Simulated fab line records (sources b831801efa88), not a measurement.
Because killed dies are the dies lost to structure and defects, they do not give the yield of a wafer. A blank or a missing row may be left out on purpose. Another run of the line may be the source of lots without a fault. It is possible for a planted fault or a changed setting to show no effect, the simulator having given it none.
2 desks, one fault + flow gf180mcu + only its own numbers are on each desk; what lay behind them is given at the end

== FROM THE METROLOGY DESK ==
Means of the sampled wafers that have a number, per lot and without regard to the tool the lot ran on: this is what the gauges read. Marked OUT: a lot whose mean sits more than 4 standard deviations from the usual mean, which makes it out of limits; the brackets give that distance. 7 of its 9 readings are shown, namely those furthest out on some lot.
Columns: A = V2_W_RS at GF_V2_RS_MEAS_24, usual 0.332 ohm/sq; B = V2_W_THK at GF_V2_THK_MEAS_25, usual 341 nm; C = M3_ALCU_RS at GF_M3_RS_MEAS_05, usual 0.0694 ohm/sq; D = M3_ALCU_THK at GF_M3_THK_MEAS_06, usual 451 nm; E = cdNm at GF_M3_CD_MEAS_14, usual 280.2 nm; F = M3_OVL at GF_M3_OVL_MEAS_15, usual -3 nm; G = V3_BOW at GF_V3_BOW_MEAS_05, usual 115 um
| lot  | first seen here | A     | B   | C      | D   | E     | F   | G   |
|------|-----------------|-------|-----|--------|-----|-------|-----|-----|
| L956 | day 21 04:36    | 0.331 | 343 | 0.0685 | 460 | 278.4 | -1  | 120 |
| L969 | day 25 14:02    | 0.328 | 346 | 0.0695 | 451 | 279.7 | 3   | 109 |
| L971 | day 26 06:41    | 0.335 | 334 | 0.0696 | 454 | 281.4 | 6   | 103 |
| L972 | day 26 16:56    | 0.329 | 347 | 0.0696 | 455 | 281.4 | -11 | 121 |
| L976 | day 27 17:25    | 0.331 | 337 | 0.0703 | 443 | 277.5 | -7  | 113 |
| L977 | day 27 23:52    | 0.332 | 344 | 0.0701 | 446 | 280.6 | -7  | 109 |
This desk's finding: nothing out of limits on any of the 6 lots.

== TOOL OWNER'S DESK, pvdSputter-04 ==
The tool's own readings at GF_M3_SPUTTER_04 (material TiN, target thk 50 nm, time 41.7 s): means of the sampled wafers that have a number, for each lot that ran on this tool. Marked OUT: a lot whose mean sits more than 4 standard deviations from the usual mean, which makes it out of limits; the brackets give that distance.
Columns: A = chamberPressurePa at GF_M3_SPUTTER_04, usual 0.4001 Pa; B = throttleValvePct at GF_M3_SPUTTER_04, usual 30.1 %
| lot  | first seen here | A                | B    |
|------|-----------------|------------------|------|
| L969 | day 25 14:42    | 0.4005           | 29.8 |
| L971 | day 26 07:19    | 0.4625 (+65) OUT | 27.9 |
| L972 | day 26 17:36    | 0.4626 (+65) OUT | 28.2 |
This desk's verdict: out of limits on L971, L972, starting with L971 at day 26 07:19 (chamberPressurePa at GF_M3_SPUTTER_04). L969 stayed within limits.

== BROUGHT TOGETHER ==
An alarm could have come from the tool owner's desk at day 26 07:19, on L971, L972.
Metrology desk: nothing out of limits seen.
The metrology desk has L971, L972 on record, within its limits.
Every lot named ran GF_M3_SPUTTER_04 on pvdSputter-04.

== WHAT THE SIMULATOR PUT IN ==
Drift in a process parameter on pvdSputter-04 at GF_M3_SPUTTER_04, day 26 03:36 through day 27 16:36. Setting chamberPressurePa, moved by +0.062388, from 0.4. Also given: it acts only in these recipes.
Shown lots that were struck: L971, L972.
How many hours passed from the start of the fault until each desk's first out-of-limits reading: the tool owner's desk, 4.
